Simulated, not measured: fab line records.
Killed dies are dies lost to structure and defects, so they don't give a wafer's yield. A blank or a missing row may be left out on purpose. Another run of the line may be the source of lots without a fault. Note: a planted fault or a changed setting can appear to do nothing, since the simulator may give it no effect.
The tool behind it: which one? + flow gf180mcu + 21 wafers from 7 lots sampled at 2 of the route's 602 steps

## WHAT EACH GAUGE READ, for each wafer
GF_NSD_OVL_MEAS_08.
| lot  | measured     | on         | NSD_OVL (nm)                        |
|------|--------------|------------|-------------------------------------|
| L158 | day 13 15:10 | overlay-01 | 2.6 3.3 -0.2                        |
| L160 | day 14 15:07 | overlay-01 | 2.1 0.8 0.7                         |
| L162 | day 15 04:01 | overlay-02 | 0.4 0.9 1.2                         |
| L165 | day 16 08:41 | overlay-02 | 0.2 0.8 0.8                         |
| L172 | day 18 12:37 | overlay-02 | 305.5 307.0 306.6 305.9 307.2 307.0 |
| L175 | day 19 13:04 | overlay-02 | 1.6 3.0 1.9                         |
| L180 | day 21 07:31 | overlay-02 | 1.1 0.2 0.4                         |

## WHICH TOOL RAN EACH LOT (tool, then ch and the chambers of the sampled wafers, then the start)
| lot  | GF_NSD_EXPOSE_04                    |
|------|-------------------------------------|
| L158 | iline_stepper-02 ch 0, day 13 05:11 |
| L160 | iline_stepper-01 ch 0, day 14 04:47 |
| L162 | iline_stepper-01 ch 0, day 14 17:29 |
| L165 | iline_stepper-01 ch 0, day 15 21:47 |
| L172 | iline_stepper-01 ch 0, day 18 00:53 |
| L175 | iline_stepper-02 ch 0, day 19 00:59 |
| L180 | iline_stepper-02 ch 0, day 20 19:44 |
- GF_NSD_EXPOSE_04: exposes mask Nplus, target cd 400 nm.

## THE ANSWER, worked out from the rows above alone
Rule: what is usual is taken from the lots themselves. Put in order of their means at a reading, lots are off if they are a third of the lots or fewer, leave a main group of 4 or more, and stand apart from it by a gap of 3 or more times the standard deviation of the main group's means; of several such gaps the widest counts. A main group is skipped when, at the precision printed for the reading in the tables above, its means are all equal. A lot without any number at a reading at which 4 lots or more have one is off too. Any other lot the step has rows for is counted as sound.
Off: L172, seen at GF_NSD_OVL_MEAS_08 (NSD_OVL). Main group: mean 1.2 nm, sd 0.62.
A tool fits if, at a process step before that reading, it ran every lot that is off, and no sound lot after the first of them. Gauges at GF_NSD_OVL_MEAS_08: tried the same way as those tools. One fits: iline_stepper-01 at GF_NSD_EXPOSE_04. A fault onset in the window from L165 (day 15 21:47, its last sound lot) to L172 (day 18 00:53, its first lot off) fits.

## WHAT WAS PUT IN BY THE SIMULATOR
Scanner matching overlay: iline_stepper-01, from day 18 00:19 on, at GF_NSD_EXPOSE_04. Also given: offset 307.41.
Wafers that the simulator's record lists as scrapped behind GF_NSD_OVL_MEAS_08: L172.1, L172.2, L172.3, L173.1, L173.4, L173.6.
Struck lots among those shown: L172. The same result came from the rule above.
